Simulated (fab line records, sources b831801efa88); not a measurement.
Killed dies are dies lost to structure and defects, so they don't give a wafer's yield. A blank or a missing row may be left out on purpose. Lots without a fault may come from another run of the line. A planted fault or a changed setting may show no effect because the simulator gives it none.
Chamber matching | flow gf180mcu | GF_V3_CMP_26 on cmp-02: 4 sister chambers
The step polishes, stops on SiO2, t overpolish 15 s, target thk 0 nm. 4 wafers are shown with their chamber, then 7 later ones without.

WAFERS WITH THEIR CHAMBER
wafer  | chamber | motor_current_A (A)
L183.5 | 0       | 8.2
L193.2 | 3       | 8.7
L195.2 | 1       | 13.2
L195.5 | 2       | 11.7

WAFERS WITHOUT THEIR CHAMBER
wafer  | motor_current_A (A)
L195.6 | 9.4
L198.2 | 9.6
L198.4 | 12.3
L198.5 | 12.1
L200.1 | 8.4
L200.4 | 11.8
L200.6 | 8.4

WHICH CHAMBER EACH WENT THROUGH
wafer  | from the rows above     | in truth
L195.6 | can't be placed: 3 or 0 | 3
L198.2 | can't be placed: 3 or 0 | 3
L198.4 | can't be placed: 2 or 1 | 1
L198.5 | can't be placed: 2 or 1 | 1
L200.1 | can't be placed: 0 or 3 | 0
L200.4 | 2                       | 2
L200.6 | can't be placed: 0 or 3 | 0
Placed correctly: 1 of 7. Can't be placed from these rows: 6 (the true chamber is among the candidates in 6). Placed wrongly: 0.
How it was worked out, from the rows above alone: a wafer's distance from a chamber is the root of the sum, over the readings, of the square of ((its reading less the chamber's mean) divided by the reading's scatter). The wafer belongs to the nearest chamber; if the next one is less than 2 further off, it can't be placed. A chamber's mean is the mean of its shown wafers. The scatter: with one shown wafer a chamber, the root of the mean of the squares of how far each hidden wafer lies from its nearest shown one.
